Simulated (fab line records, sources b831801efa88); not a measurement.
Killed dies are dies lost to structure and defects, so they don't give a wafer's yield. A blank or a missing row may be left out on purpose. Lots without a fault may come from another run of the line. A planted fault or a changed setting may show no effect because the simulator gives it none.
Chamber matching | flow sky130 | SKY_CONTACT_CMP_04 on cmp-02: 4 sister chambers
The step polishes SiO2. 4 wafers are shown with their chamber, then 7 later ones without.

WAFERS WITH THEIR CHAMBER
wafer  | chamber | motor_current_A (A)
L345.2 | 3       | 14.6
L348.3 | 1       | 12.2
L349.4 | 0       | 12.3
L349.5 | 2       | 13.1

WAFERS WITHOUT THEIR CHAMBER
wafer  | motor_current_A (A)
L349.6 | 12.4
L360.1 | 13.8
L360.4 | 11.7
L360.5 | 11.9
L361.1 | 11.8
L361.4 | 12.3
L361.6 | 12.7

WHICH CHAMBER EACH WENT THROUGH
wafer  | from the rows above          | in truth
L349.6 | can't be placed: 0 or 1 or 2 | 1
L360.1 | can't be placed: 2 or 3 or 0 | 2
L360.4 | can't be placed: 1 or 0      | 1
L360.5 | can't be placed: 1 or 0      | 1
L361.1 | can't be placed: 1 or 0      | 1
L361.4 | can't be placed: 0 or 1 or 2 | 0
L361.6 | can't be placed: 0 or 2 or 1 | 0
Placed correctly: 0 of 7. Can't be placed from these rows: 7 (the true chamber is among the candidates in 7). Placed wrongly: 0.
How it was worked out, from the rows above alone: a wafer's distance from a chamber is the root of the sum, over the readings, of the square of ((its reading less the chamber's mean) divided by the reading's scatter). The wafer belongs to the nearest chamber; if the next one is less than 2 further off, it can't be placed. A chamber's mean is the mean of its shown wafers. The scatter: with one shown wafer a chamber, the root of the mean of the squares of how far each hidden wafer lies from its nearest shown one.
